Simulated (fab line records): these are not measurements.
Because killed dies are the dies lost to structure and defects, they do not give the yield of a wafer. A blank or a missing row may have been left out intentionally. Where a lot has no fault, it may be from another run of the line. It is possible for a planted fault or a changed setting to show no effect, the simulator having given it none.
Chamber matching / flow sfq_line / SFQ_TRILAYER_I3_CMP_CMP_082 on cmp-02 has 4 sister chambers
The step polishes SiO2. 18 wafers are shown with their chamber, then 9 later ones without.

== WAFERS, EACH WITH ITS CHAMBER ==
wafer=L437.1; chamber=2; motor_current_A (A)=10.4; time_to_endpoint_s (s)=207; slurry_flow_ml_min=151.0
wafer=L437.4; chamber=1; motor_current_A (A)=8.3; time_to_endpoint_s (s)=221; slurry_flow_ml_min=149.5
wafer=L437.5; chamber=3; motor_current_A (A)=10.0; time_to_endpoint_s (s)=211; slurry_flow_ml_min=150.1
wafer=L443.3; chamber=2; motor_current_A (A)=10.7; time_to_endpoint_s (s)=222; slurry_flow_ml_min=150.7
wafer=L443.1; chamber=0; motor_current_A (A)=10.4; time_to_endpoint_s (s)=204; slurry_flow_ml_min=149.7
wafer=L443.6; chamber=3; motor_current_A (A)=10.1; time_to_endpoint_s (s)=215; slurry_flow_ml_min=149.5
wafer=L449.2; chamber=0; motor_current_A (A)=10.3; time_to_endpoint_s (s)=201; slurry_flow_ml_min=149.9
wafer=L449.1; chamber=2; motor_current_A (A)=10.3; time_to_endpoint_s (s)=202; slurry_flow_ml_min=150.6
wafer=L449.5; chamber=3; motor_current_A (A)=9.7; time_to_endpoint_s (s)=220; slurry_flow_ml_min=150.2
wafer=L452.2; chamber=2; motor_current_A (A)=10.6; time_to_endpoint_s (s)=215; slurry_flow_ml_min=149.6
wafer=L452.1; chamber=1; motor_current_A (A)=8.1; time_to_endpoint_s (s)=218; slurry_flow_ml_min=150.0
wafer=L452.6; chamber=2; motor_current_A (A)=10.6; time_to_endpoint_s (s)=219; slurry_flow_ml_min=150.4
wafer=L453.1; chamber=2; motor_current_A (A)=10.5; time_to_endpoint_s (s)=216; slurry_flow_ml_min=150.0
wafer=L453.2; chamber=1; motor_current_A (A)=8.2; time_to_endpoint_s (s)=222; slurry_flow_ml_min=149.4
wafer=L453.6; chamber=3; motor_current_A (A)=9.8; time_to_endpoint_s (s)=221; slurry_flow_ml_min=151.1
wafer=L454.1; chamber=0; motor_current_A (A)=9.6; time_to_endpoint_s (s)=205; slurry_flow_ml_min=150.1
wafer=L454.2; chamber=3; motor_current_A (A)=9.4; time_to_endpoint_s (s)=215; slurry_flow_ml_min=149.9
wafer=L454.5; chamber=0; motor_current_A (A)=10.1; time_to_endpoint_s (s)=212; slurry_flow_ml_min=150.6

SIGNATURES (means of the wafers above)
reading=motor_current_A; chamber 0=10.100; chamber 1=8.200; chamber 2=10.517; chamber 3=9.800; scatter within a chamber=0.24
reading=time_to_endpoint_s; chamber 0=205.50; chamber 1=220.33; chamber 2=213.50; chamber 3=216.40; scatter within a chamber=5.52
reading=slurry_flow_ml_min; chamber 0=150.075; chamber 1=149.633; chamber 2=150.383; chamber 3=150.160; scatter within a chamber=0.488
Rule: for a wafer and a chamber, the distance is found by dividing, reading by reading, the gap between the wafer's reading and the chamber's mean by the reading's scatter, squaring, summing and taking the root. The wafer belongs to the nearest chamber; if the next one is less than 2 further off, it can't be placed. How the scatter is found: for the shown wafers, subtract from each reading the mean of its chamber, square and add these, divide the total by (wafers less chambers), then take the root.

== WAFERS MISSING THEIR CHAMBER ==
wafer=L455.2; motor_current_A (A)=10.4; time_to_endpoint_s (s)=218; slurry_flow_ml_min=150.5
wafer=L455.5; motor_current_A (A)=10.0; time_to_endpoint_s (s)=213; slurry_flow_ml_min=150.1
wafer=L455.6; motor_current_A (A)=8.1; time_to_endpoint_s (s)=229; slurry_flow_ml_min=150.0
wafer=L458.1; motor_current_A (A)=10.5; time_to_endpoint_s (s)=211; slurry_flow_ml_min=149.2
wafer=L458.5; motor_current_A (A)=10.0; time_to_endpoint_s (s)=215; slurry_flow_ml_min=150.3
wafer=L458.6; motor_current_A (A)=10.7; time_to_endpoint_s (s)=206; slurry_flow_ml_min=150.1
wafer=L459.1; motor_current_A (A)=10.4; time_to_endpoint_s (s)=210; slurry_flow_ml_min=149.9
wafer=L459.5; motor_current_A (A)=7.8; time_to_endpoint_s (s)=221; slurry_flow_ml_min=150.7
wafer=L459.6; motor_current_A (A)=10.7; time_to_endpoint_s (s)=214; slurry_flow_ml_min=150.4

== WHICH CHAMBER EACH ONE RAN IN ==
wafer=L455.2; from the rows above=can't be placed: 2 or 3 or 0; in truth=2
wafer=L455.5; from the rows above=can't be placed: 3 or 0 or 2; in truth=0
wafer=L455.6; from the rows above=1; in truth=1
wafer=L458.1; from the rows above=can't be placed: 2 or 0 or 3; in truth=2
wafer=L458.5; from the rows above=can't be placed: 3 or 0 or 2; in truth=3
wafer=L458.6; from the rows above=can't be placed: 2 or 0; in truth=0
wafer=L459.1; from the rows above=can't be placed: 2 or 0 or 3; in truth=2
wafer=L459.5; from the rows above=1; in truth=1
wafer=L459.6; from the rows above=2; in truth=2
Correctly placed: 3 of 9. Cannot be placed on the basis of these rows: 6; the candidates contain the true chamber in 6. Number placed wrongly: 0.
